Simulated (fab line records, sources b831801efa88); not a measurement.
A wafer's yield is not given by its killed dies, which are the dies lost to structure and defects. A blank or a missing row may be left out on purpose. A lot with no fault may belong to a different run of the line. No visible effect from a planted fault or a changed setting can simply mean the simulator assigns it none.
Comparing a struck lot with a sound one	flow sfqLine	14 out of 325 route steps
Sound: the wafers L897.2, L897.5, L897.6. Struck: wafers L903.1, L903.5. (L903.3 of the same lot was not struck and is left out.) The cause comes at the end.
For every step that has rows: the tool of each side, followed by ch and its chambers, followed by its first start. Under that, the readings that differ: sound wafers	struck wafers	difference of the means	sigmas: that difference in standard deviations of wafers without a fault.
alike: words and numbers the same on both sides, and readings whose means are apart by under 2 such deviations; not compared: readings that were withheld, readings missing a value for some wafer, numbers with overlapping values and no deviation given by the record, and bounds like >300 which may hide the same value.
Wherever a step has rows on one side only, a row that says differs or no value, or a row with sigmas, the two part there. Non-overlapping numbers with no deviation appear without sigmas and do not part them. Lack of a reading on every wafer of one side parts them only where that side has two or more wafers.

first, 7 steps without rows for these wafers: SFQ_TRILAYER_JJ_CE_STRIP_SOLV_CLEAN_121 (cleans in NMP, time 600 s); SFQ_TRILAYER_M5_LITHO_COAT_128 (resist thk 62 nm); SFQ_TRILAYER_M5_LITHO_COAT_123 (resist thk 600 nm); SFQ_TRILAYER_M5_LITHO_SOFTBAKE_127; SFQ_TRILAYER_M5_LITHO_EXPOSE_124 (exposes mask M5, target cd 700 nm); SFQ_TRILAYER_M5_LITHO_PEB_126 (peb time 60 s); SFQ_TRILAYER_M5_LITHO_DEVELOP_125 (time 60 s).
SFQ_M5_OVL_MEAS_932:
  sound on overlay-01 at day 49 11:25; struck on overlay-01 at day 59 20:15
  alike: M5_OVL
SFQ_TRILAYER_M5_BARC_OPEN_METAL_ETCH_161: etches BARC in O2, target depth 125 nm, time 41.7 s.
  sound on rieMetal-01 ch 0,1, day 49 11:26; struck on rieMetal-03 ch 0,1, day 59 20:17
reading	sound	struck	difference	sigmas
oesProductAu (a.u.)	0.684 0.680 0.681	0.699 0.689	+0.012	+2
  alike: biasW, drypumpMotorCurrentA
  not compared: rfHoursCounterH
SFQ_TRILAYER_M5_ETCH_METAL_ETCH_126: etches Nb in Cl2/BCl3, stops on SiO2, time 203.2 s, target depth 265 nm.
  sound on rieMetal-01 ch 0,1, day 49 11:30; struck on rieMetal-03 ch 0,1, day 59 20:20
  alike: biasW, drypumpMotorCurrentA, oesProductAu
  not compared: rfHoursCounterH
SFQ_TRILAYER_M5_STRIP_STRIP_127: strips in O2.
  sound on rieMetal-01 ch 0,1, day 49 11:42; struck on rieMetal-03 ch 0,1, day 59 20:32
reading	sound	struck	difference	sigmas
oesProductAu (a.u.)	0.990 0.995 0.998	1.020 1.005	+0.018	+2
  alike: drypumpMotorCurrentA
  not compared: rfHoursCounterH
then, 1 step without rows for these wafers: SFQ_TRILAYER_M5_STRIP_SOLV_CLEAN_128 (cleans in NMP, time 600 s).
SFQ_TRILAYER_A5B_DEP_PECVD_129: deposits SiO2 from SiH4/N2O, time 133.33 s, target thk 600 nm.
  sound on pecvd-03 ch 0,1, day 49 12:28; struck on pecvd-03 ch 0, day 59 21:19
reading	sound	struck	difference	sigmas
rfFwdPowerW (W)	183.7 182.8 182.9	153.5 152.3	-30.2	-53
model.SiO2_of_TRILAYER_A5B_DEP_PECVD_129.thkNm (nm)	590.6 598.6 608.3	563.3 576	-29.5	
  alike: chamberPressureTorr, heaterPowerW, throttleValvePct
SFQ_TRILAYER_A5B_CMP_CMP_130: polishes, stops on Nb, target thk 340.7 nm.
  sound on cmp-01 ch 0,1,3, day 50 15:16; struck on cmp-02 ch 3, day 59 21:24
  alike: motorCurrentA

== WHERE THEY PART ==
First at SFQ_TRILAYER_M5_BARC_OPEN_METAL_ETCH_161; last, within this record, at SFQ_TRILAYER_A5B_DEP_PECVD_129. Later steps at which nothing parts them and some readings are alike: SFQ_TRILAYER_A5B_CMP_CMP_130.

WHY: what the simulator had put in
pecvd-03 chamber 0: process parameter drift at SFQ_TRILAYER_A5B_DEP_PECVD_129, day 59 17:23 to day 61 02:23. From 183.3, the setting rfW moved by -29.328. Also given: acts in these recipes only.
